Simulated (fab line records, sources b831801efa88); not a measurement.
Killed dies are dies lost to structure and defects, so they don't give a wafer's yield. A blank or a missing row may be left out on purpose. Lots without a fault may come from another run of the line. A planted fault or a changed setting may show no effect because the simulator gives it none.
Which tool did it? | flow gf180mcu | 13 lots, 39 wafers sampled, at 3 steps of a route of 602

WHAT THE GAUGES READ, wafer by wafer
GF_TOP_METAL_CD_MEAS_14: target cd 440 nm. Usual: cd_nm 439.9 nm, standard deviation 2.5.
lot  | measured     | on        | cd_nm (nm)        | flag
L835 | day 28 12:14 | cd_sem-01 | 439.2 438.8 438.4 |
L836 | day 28 14:22 | cd_sem-01 | 442.9 438.7 440.8 |
L837 | day 28 21:02 | cd_sem-01 | 440.3 441.5 442.2 |
L838 | day 29 07:24 | cd_sem-01 | 440.2 436.6 439.7 |
L839 | day 29 18:23 | cd_sem-01 | 440.0 440.7 440.4 |
L840 | day 30 00:56 | cd_sem-01 | 437.7 436.4 435.5 |
L841 | day 30 06:37 | cd_sem-01 | 441.7 440.0 440.2 |
L842 | day 30 15:47 | cd_sem-01 | 436.7 435.5 436.6 |
L843 | day 30 21:22 | cd_sem-01 | 440.3 437.9 441.1 |
L847 | day 31 19:53 | cd_sem-02 | 435.8 436.5 436.8 |
L848 | day 32 10:33 | cd_sem-01 | 440.9 439.4 440.7 |
L850 | day 32 18:35 | cd_sem-01 | 440.8 442.5 439.0 |
L852 | day 33 00:14 | cd_sem-01 | 441.3 440.6 440.5 |

WHICH TOOL RAN EACH LOT (tool, then ch and the chambers of the sampled wafers, then the start)
lot  | GF_V4_CVD_23                  | GF_M5_ETCH_09
L835 | cvd_w-02 ch 0, day 24 20:57   | rie_diel-01 ch 0,3, day 26 16:35
L836 | cvd_w-02 ch 0, day 24 22:35   | rie_diel-02 ch 0,1,3, day 26 19:19
L837 | cvd_w-01 ch 0,1, day 25 07:38 | rie_diel-01 ch 0,1,2, day 27 02:02
L838 | cvd_w-01 ch 0,1, day 25 18:41 | rie_diel-03 ch 0,2,3, day 27 13:47
L839 | cvd_w-01 ch 1, day 26 05:53   | rie_diel-03 ch 0,1,3, day 28 00:23
L840 | cvd_w-02 ch 0,1, day 26 14:14 | rie_diel-03 ch 1,3, day 28 07:35
L841 | cvd_w-01 ch 0,1, day 26 18:26 | rie_diel-01 ch 0,1,3, day 28 12:50
L842 | cvd_w-02 ch 0,1, day 27 05:42 | rie_diel-03 ch 0,1,3, day 28 22:16
L843 | cvd_w-02 ch 0,1, day 27 12:10 | rie_diel-01 ch 1,2, day 29 05:41
L847 | cvd_w-02 ch 0,1, day 28 14:08 | rie_diel-03 ch 1,2,3, day 30 05:19
L848 | cvd_w-02 ch 0,1, day 29 08:25 | rie_diel-01 ch 0,2, day 30 22:02
L850 | cvd_w-01 ch 0,1, day 29 16:25 | rie_diel-02 ch 1,2,3, day 31 05:52
L852 | cvd_w-02 ch 0,1, day 29 23:17 | rie_diel-02 ch 0,2, day 31 12:53
- GF_V4_CVD_23: deposits W, target thk 350 nm, time 104.9 s.
- GF_M5_ETCH_09: etches Si3N4 in CF4/O2, target depth 52 nm, time 11.6 s.

WHAT THE TOOLS THEMSELVES READ (means of the sampled wafers that have a number; where no wafer has one, the mark that the record gives instead)
GF_V4_CVD_23. Usual: chamber_pressure_Torr 39.99 Torr, standard deviation 0.086; heater_power_w 828 W, standard deviation 20.
lot  | tool     | chamber_pressure_Torr (Torr) | heater_power_w (W) | flag
L835 | cvd_w-02 | 39.98                        | 829                |
L836 | cvd_w-02 | 39.93                        | 816                |
L837 | cvd_w-01 | 40.00                        | 842                |
L838 | cvd_w-01 | 40.02                        | 833                |
L839 | cvd_w-01 | 40.09                        | 854                |
L840 | cvd_w-02 | 40.00                        | 833                |
L841 | cvd_w-01 | 39.94                        | 832                |
L842 | cvd_w-02 | 39.96                        | 831                |
L843 | cvd_w-02 | 39.96                        | 834                |
L847 | cvd_w-02 | 39.86                        | 826                |
L848 | cvd_w-02 | 40.01                        | 818                |
L850 | cvd_w-01 | 40.00                        | 816                |
L852 | cvd_w-02 | 39.98                        | 830                |

GF_M5_ETCH_09. Usual: drypump_motor_current_A 5.5 A, standard deviation 0.37; oes_product_au 1.002 a.u., standard deviation 0.0066; throttle_valve_pct 5.971 %, standard deviation 0.01.
lot  | tool        | drypump_motor_current_A (A) | oes_product_au (a.u.) | throttle_valve_pct (%) | flag
L835 | rie_diel-01 | 5.9                         | 0.995                 | 5.969                  |
L836 | rie_diel-02 | 5.4                         | 1.001                 | 5.974                  |
L837 | rie_diel-01 | 5.5                         | 1.000                 | 5.973                  |
L838 | rie_diel-03 | 5.2                         | 1.004                 | 5.967                  |
L839 | rie_diel-03 | 5.6                         | 1.002                 | 5.958                  |
L840 | rie_diel-03 | 5.6                         | 1.000                 | 5.963                  |
L841 | rie_diel-01 | 5.8                         | 1.006                 | 5.972                  |
L842 | rie_diel-03 | 5.6                         | 1.001                 | 5.972                  |
L843 | rie_diel-01 | 5.3                         | 1.001                 | 5.981                  |
L847 | rie_diel-03 | 5.6                         | 1.007                 | 5.971                  |
L848 | rie_diel-01 | 5.4                         | 1.004                 | 5.980                  |
L850 | rie_diel-02 | 5.4                         | 0.997                 | 5.970                  |
L852 | rie_diel-02 | 5.8                         | 0.997                 | 5.961                  |

THE ANSWER, worked out from the rows above alone
Rule: a lot is off if the mean of its wafers that have a number lies more than 3 standard deviations from the usual mean. A lot without any number at a reading at which 4 lots or more have one is off too. The other lots that the step has rows for count as sound. The gauges are gone through in route order, then the tools' own readings, and for those a lot's mean is taken as printed above. The first step at which some lot is off is used, and at that step the reading that is off furthest; a lot without a number counts as furthest.
No lot is off at any reading shown: from this, nothing can be told.

WHAT THE SIMULATOR HAD PUT IN
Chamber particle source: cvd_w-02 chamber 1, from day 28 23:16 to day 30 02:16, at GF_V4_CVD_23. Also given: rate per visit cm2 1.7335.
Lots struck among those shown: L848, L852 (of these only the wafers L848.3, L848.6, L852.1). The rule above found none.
